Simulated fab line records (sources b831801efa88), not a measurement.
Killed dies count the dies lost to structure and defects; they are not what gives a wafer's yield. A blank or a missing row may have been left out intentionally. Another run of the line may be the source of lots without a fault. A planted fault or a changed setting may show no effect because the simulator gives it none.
Struck lot and sound lot, side by side | flow sfqLine | 14 out of 325 route steps
Sound: the wafers L447.2, L447.3, L447.6. Struck: wafers L450.1, L450.6 (left out: L450.3, a lot-mate that was not struck); the cause follows at the end.
For every step that has rows: the tool of each side, followed by ch and its chambers, followed by its first start. Under that, the readings that differ: sound wafers | struck wafers | difference of the means | sigmas: that difference in standard deviations of wafers without a fault.
alike: same words and numbers on both sides, and readings whose means sit less than 2 such deviations apart. not compared: any withheld reading, any reading some wafer has no value for, any bound like >300 that may hide the same value, and any number with overlapping values for which the record gives no deviation.
Wherever a step has rows on one side only, a row that says differs or no value, or a row with sigmas, the two part there. Numbers that have no deviation but don't overlap get no sigmas and don't part them. Lack of a reading on every wafer of one side parts them only where that side has two or more wafers.

SFQ_TRILAYER_JJ_CE_ETCH_RIE_118: chemistry SF6, target Nb, stops on Al2O3, time 97.7 s, target depth 170 nm.
  sound on rieMetal-03 ch 0,1, day 46 09:41; struck on rieMetal-02 ch 0,1, day 48 00:41
  alike: drypumpMotorCurrentA, oesProductAu
  not compared: rfHoursCounterH
after that, 1 step had no rows for these wafers: SFQ_TRILAYER_JJ_ANODIZE_ANODIZE_119.
SFQ_TRILAYER_JJ_CE_STRIP_STRIP_120: strips in O2.
  sound on rieMetal-02 ch 0,1, day 46 10:20; struck on rieMetal-02 ch 0,1, day 48 01:17
  alike: drypumpMotorCurrentA, oesProductAu
  not compared: rfHoursCounterH
then, 7 steps without rows for these wafers: SFQ_TRILAYER_JJ_CE_STRIP_SOLV_CLEAN_121 (cleans in NMP, time 600 s); SFQ_TRILAYER_M5_LITHO_COAT_128 (resist thk 62 nm); SFQ_TRILAYER_M5_LITHO_COAT_123 (resist thk 600 nm); SFQ_TRILAYER_M5_LITHO_SOFTBAKE_127; SFQ_TRILAYER_M5_LITHO_EXPOSE_124 (exposes mask M5, target cd 700 nm); SFQ_TRILAYER_M5_LITHO_PEB_126 (peb time 60 s); SFQ_TRILAYER_M5_LITHO_DEVELOP_125 (time 60 s).
-- the record jumps here: 4 days lie between the struck wafers' starts before and after --
SFQ_M5_OVL_MEAS_932:
  sound on overlay-02, day 50 14:05; struck on overlay-01, day 52 10:02
  alike: M5_OVL
SFQ_TRILAYER_M5_BARC_OPEN_METAL_ETCH_161: etches BARC in O2, target depth 125 nm, time 41.7 s.
  sound on rieMetal-01 ch 0,1, day 50 14:07; struck on rieMetal-01 ch 1, day 52 10:04
  alike: drypumpMotorCurrentA, oesProductAu
  not compared: rfHoursCounterH
SFQ_TRILAYER_M5_ETCH_METAL_ETCH_126: etches Nb in Cl2/BCl3, stops on SiO2, time 203.2 s, target depth 265 nm.
  sound on rieMetal-01 ch 0,1, day 50 14:11; struck on rieMetal-01 ch 1, day 52 10:08
reading                                            | sound             | struck          | difference | sigmas
oesProductAu (a.u.)                                | 0.727 0.724 0.728 | 0.701 0.703     | -0.024     | -4
overEtchFrac                                       | 0.15 0.15 0.15    | 0.24096 0.24096 | +0.09096   | 
model.KrF_of_TRILAYER_M5_LITHO_COAT_123.thkNm (nm) | 376.2 375.6 373   | 360.7 360.6     | -14.3      | 
model.SiO2_of_TRILAYER_I4_DEP_PECVD_099.thkNm (nm) | 180.2 180.2 180.3 | 177.3 178.6     | -2.3       | 
  alike: drypumpMotorCurrentA
  not compared: rfHoursCounterH
SFQ_TRILAYER_M5_STRIP_STRIP_127: strips in O2.
  sound on rieMetal-01 ch 0,1, day 50 14:23; struck on rieMetal-01 ch 1, day 52 10:20
  alike: drypumpMotorCurrentA, oesProductAu
  not compared: rfHoursCounterH

== WHERE THEY PART ==
At SFQ_TRILAYER_M5_ETCH_METAL_ETCH_126 and nowhere else, as far as this record goes. Later steps at which nothing parts them and some readings are alike: SFQ_TRILAYER_M5_STRIP_STRIP_127.

WHY: what the simulator had put in
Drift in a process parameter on rieMetal-01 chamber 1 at SFQ_TRILAYER_M5_ETCH_METAL_ETCH_126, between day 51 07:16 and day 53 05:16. A move of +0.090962 in setting overEtchFrac, from 0.15.
